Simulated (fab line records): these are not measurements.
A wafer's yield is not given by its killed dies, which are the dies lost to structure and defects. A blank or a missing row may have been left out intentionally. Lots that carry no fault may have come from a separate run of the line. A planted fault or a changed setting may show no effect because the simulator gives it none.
A single fault, viewed from 2 desks -- flow gf180mcu -- numbers are kept per desk, each desk with only its own; the story behind them comes last

## METROLOGY DESK
What the gauges read for every lot (on any tool): the sampled wafers with a number, averaged. The brackets show how far a lot's mean lies from the usual mean; more than 4 standard deviations puts the lot out of limits, marked OUT.
Columns: A = CONTACT_W_RS at GF_CONTACT_RS_MEAS_25, usual 0.376 ohm/sq; B = CONTACT_W_THK at GF_CONTACT_THK_MEAS_26, usual 314 nm
lot,first seen here,A,B
L644,day 16 17:49,0.376,312
L655,day 21 05:45,0.382,307
L657,day 21 20:05,0.367,324
L662,day 23 05:26,0.381,310
L663,day 23 14:19,0.380,310
This desk's finding: nothing out of limits on any of the 5 lots.

## FOR THE TOOL OWNER'S DESK: pvd sputter-03
The tool's own readings at GF_M1_SPUTTER_03 (material Ti, target thk 10 nm, time 6.7 s): means of the sampled wafers that have a number, for each lot that ran on this tool. The brackets show how far a lot's mean lies from the usual mean; more than 4 standard deviations puts the lot out of limits, marked OUT.
Columns: A = throttle valve pct at GF_M1_SPUTTER_03, usual 30.0 %
lot,first seen here,A
L644,day 16 18:26,30.1
L655,day 21 06:22,31.6
This desk's finding: nothing out of limits on any of the 2 lots.

## TAKEN TOGETHER
The metrology desk saw nothing out of limits.
The tool owner's desk saw nothing out of limits.

## WHAT HAD BEEN PUT IN BY THE SIMULATOR
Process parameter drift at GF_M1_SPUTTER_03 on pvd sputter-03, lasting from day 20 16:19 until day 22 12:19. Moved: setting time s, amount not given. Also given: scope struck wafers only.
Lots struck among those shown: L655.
